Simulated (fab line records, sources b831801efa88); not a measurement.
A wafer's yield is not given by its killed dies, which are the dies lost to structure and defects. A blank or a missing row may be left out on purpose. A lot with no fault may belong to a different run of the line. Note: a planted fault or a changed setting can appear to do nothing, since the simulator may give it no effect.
A lot that was struck, set against a sound lot	flow gf180mcu	15 out of 602 route steps
Sound: the wafers L702.1, L702.4, L702.6. The struck wafers were L707.1, L707.4, L707.6. The cause comes at the end.
For every step that has rows: the tool of each side, followed by ch and its chambers, followed by its first start. Under that, the readings that differ: sound wafers	struck wafers	difference of the means	sigmas: that difference in standard deviations of wafers without a fault.
alike: same words and numbers on both sides, and readings whose means sit less than 2 such deviations apart. not compared: any withheld reading, any reading some wafer has no value for, any bound like >300 that may hide the same value, and any number with overlapping values for which the record gives no deviation.
Wherever a step has rows on one side only, a row that says differs or no value, or a row with sigmas, the two part there. Numbers that don't overlap but have no deviation are shown without sigmas and don't part them. A reading that every wafer of one side lacks parts them only if that side has two wafers or more.

GF_HV_LDD_STRIP_22: strips in O2/N2.
  sound on plasma asher-04 ch 1, day 11 21:22; struck on plasma asher-04 ch 0,1, day 13 19:10
  alike: drypump motor current A, heater power w, n2 flow sccm, oes product au, strip time to endpoint s
  not compared: rf hours counter h
GF_HV_LDD_TW_MEAS_23:
  sound: film metro-02 at day 11 21:31; struck: film metro-03 at day 13 19:16
reading	sound	struck	difference	sigmas
HV_LDD_2_TW	1067 1069 1062	1056 1050 1054	-13	-2
then, 7 steps without rows for these wafers: GF_HV_LDD_DEHYDRATE_24 (time 60 s); GF_HV_LDD_HMDS_25 (prime time 60 s); GF_HV_LDD_COAT_26 (resist thk 1000 nm); GF_HV_LDD_SOFTBAKE_27 (time 60 s); GF_HV_LDD_EXPOSE_28 (exposes mask Nplus HV AREA, target cd 400 nm); GF_HV_LDD_PEB_29; GF_HV_LDD_DEVELOP_30 (develop time 60 s).
GF_HV_LDD_CD_MEAS_31: target cd 400 nm.
  sound: cd sem-01 at day 12 16:30; struck: cd sem-02 at day 14 15:52
  alike: cd nm
GF_HV_LDD_OVL_MEAS_32:
  sound: overlay-01 at day 12 16:37; struck: overlay-01 at day 14 15:59
  alike: HV_LDD_02_OVL
following that, these wafers have no rows for 1 step: GF_HV_LDD_IMPLANT_33.
GF_HV_LDD_IMPLANT_34:
  sound on implanter-02 ch 0, day 12 16:48; struck on implanter-01 ch 0, day 14 16:11
reading	sound	struck	difference	sigmas
beam energy keV	59.998 59.994 60.005	55.979 55.996 55.988	-4.011	-99 or more
model.implant.rp nm (nm)	62.92 62.92 62.92	58.56 58.56 58.56	-4.36	
model.implant.drp nm (nm)	28.81 28.81 28.81	27.18 27.18 27.18	-1.63	
  alike: faraday current uA
following that, these wafers have no rows for 1 step: GF_HV_LDD_IMPLANT_35.
-- a jump in the record: the struck wafers' starts before and after are 17 days apart (it breaks off in module HV_LDD and resumes in module PASSIVATION, where the first step shown is number 602 of the route) --
GF_PASSIVATION_PROBE_99:
  the record has rows for the struck wafers here (prober-02, day 31 21:38) and none for the sound ones

## WHERE THEY PART
At GF_HV_LDD_TW_MEAS_23 first; at GF_PASSIVATION_PROBE_99 last (within this record only).

WHY: whatever the simulator had introduced
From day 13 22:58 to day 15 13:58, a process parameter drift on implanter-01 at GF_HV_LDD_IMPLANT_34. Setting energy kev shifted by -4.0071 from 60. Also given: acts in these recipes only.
